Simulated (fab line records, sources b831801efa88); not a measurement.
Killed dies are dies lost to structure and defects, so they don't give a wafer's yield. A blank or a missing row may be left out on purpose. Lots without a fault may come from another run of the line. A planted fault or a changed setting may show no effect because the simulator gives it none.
Chamber matching | flow gf180mcu | GF_V2_CMP_26 on cmp-01: 4 sister chambers
The step polishes, stops on SiO2, t overpolish 15 s, target thk 0 nm. 14 wafers are shown with their chamber, then 7 later ones without.

WAFERS WITH THEIR CHAMBER
wafer  | chamber | motor_current_A (A) | time_to_endpoint_s (s) | overpolish_run_s (s)
L676.4 | 0       | 10.9                | 85.9                   | 15.005
L676.5 | 3       | 9.5                 | 86.8                   | 15.000
L676.6 | 0       | 10.3                | 89.7                   | 14.998
L678.1 | 2       | 11.7                | 88.3                   | 14.995
L678.3 | 0       | 10.8                | 88.9                   | 15.004
L678.4 | 3       | 9.6                 | 90.0                   | 14.997
L681.1 | 1       | 11.0                | 85.3                   | 14.990
L681.2 | 0       | 11.3                | 85.6                   | 14.999
L681.3 | 3       | 9.4                 | 85.5                   | 14.982
L685.2 | 2       | 12.8                | 88.0                   | 14.991
L685.4 | 0       | 11.3                | 86.9                   | 14.995
L685.5 | 0       | 11.0                | 89.1                   | 14.997
L690.1 | 1       | 10.7                | 83.4                   | 14.987
L690.3 | 3       | 9.5                 | 86.2                   | 15.002

SIGNATURES (means of the wafers above)
reading            | chamber 0 | chamber 1 | chamber 2 | chamber 3 | scatter within a chamber
motor_current_A    | 10.933    | 10.850    | 12.250    | 9.500     | 0.369
time_to_endpoint_s | 87.683    | 84.350    | 88.150    | 87.125    | 1.71
overpolish_run_s   | 14.99967  | 14.98850  | 14.99300  | 14.99525  | 0.00582
Rule: a wafer's distance from a chamber is the root of the sum, over the readings, of the square of ((its reading less the chamber's mean) divided by the reading's scatter). The wafer belongs to the nearest chamber; if the next one is less than 2 further off, it can't be placed. The scatter: the root of (the sum of the squares of (reading less its chamber's mean) over the shown wafers, divided by (wafers less chambers)).

WAFERS WITHOUT THEIR CHAMBER
wafer  | motor_current_A (A) | time_to_endpoint_s (s) | overpolish_run_s (s)
L690.6 | 12.8                | 86.1                   | 14.990
L692.2 | 10.5                | 88.4                   | 15.006
L692.4 | 9.5                 | 86.8                   | 15.013
L692.6 | 12.4                | 88.3                   | 15.004
L694.2 | 11.4                | 86.6                   | 14.993
L694.5 | 9.5                 | 87.9                   | 14.988
L694.6 | 11.0                | 85.4                   | 15.003

WHICH CHAMBER EACH WENT THROUGH
wafer  | from the rows above          | in truth
L690.6 | 2                            | 2
L692.2 | can't be placed: 0 or 3      | 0
L692.4 | can't be placed: 3 or 0      | 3
L692.6 | 2                            | 2
L694.2 | can't be placed: 0 or 1 or 2 | 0
L694.5 | 3                            | 3
L694.6 | can't be placed: 0 or 1      | 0
Placed correctly: 3 of 7. Can't be placed from these rows: 4 (the true chamber is among the candidates in 4). Placed wrongly: 0.
